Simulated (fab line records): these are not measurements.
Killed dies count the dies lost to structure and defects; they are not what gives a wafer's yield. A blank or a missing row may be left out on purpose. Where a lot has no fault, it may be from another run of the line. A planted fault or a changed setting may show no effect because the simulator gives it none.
Which tool was responsible? ; flow gf180mcu ; Sampling: 7 lots, 21 wafers, 2 of 602 route steps

WHAT THE GAUGES SHOWED, per wafer
GF_M1_OVL_MEAS_15.
lot;measured;on;M1_OVL (nm)
L965;day 18 16:37;overlay-02;8 5 2
L968;day 20 00:19;overlay-02;5 2 7
L971;day 21 01:22;overlay-01;10 10 9
L982;day 24 09:44;overlay-01;13 5 11
L984;day 25 06:11;overlay-02;9 4 9

EACH LOT AND THE TOOL THAT RAN IT (in order: tool; ch and the chambers of the sampled wafers; start)
lot;GF_STI_CMP_25
L965;cmp-01 ch 0,2, day 3 00:31
L968;cmp-01 ch 1,2, day 3 15:59
L971;cmp-01 ch 1,2,3, day 4 07:26
L977;cmp-02 ch 1,2,3, day 5 13:50
L979;cmp-01 ch 0,1, day 6 00:20
L982;cmp-01 ch 1,2,3, day 6 16:00
L984;cmp-01 ch 0,2,3, day 7 03:14
- GF_STI_CMP_25: polishes, stops on Si3N4, t overpolish 33 s, target thk 524.6 nm.

THE ANSWER, worked out from the rows above alone
Rule: what is usual is taken from the lots themselves. The widest of any qualifying gaps counts: lots, ordered by their means at a reading, are off when they make up no more than a third of the lots, leave a main group of 4 or more, and stand apart from it by 3 or more times the standard deviation of that group's means. A main group whose means are all the same, to the digits that the tables above print for the reading, isn't used. Also off: a lot with no number at a reading for which 4 or more lots have one. All remaining lots with rows at the step are treated as sound.
No lot is off on any of the readings shown, so nothing can be concluded from this.

WHAT WAS PUT IN BY THE SIMULATOR
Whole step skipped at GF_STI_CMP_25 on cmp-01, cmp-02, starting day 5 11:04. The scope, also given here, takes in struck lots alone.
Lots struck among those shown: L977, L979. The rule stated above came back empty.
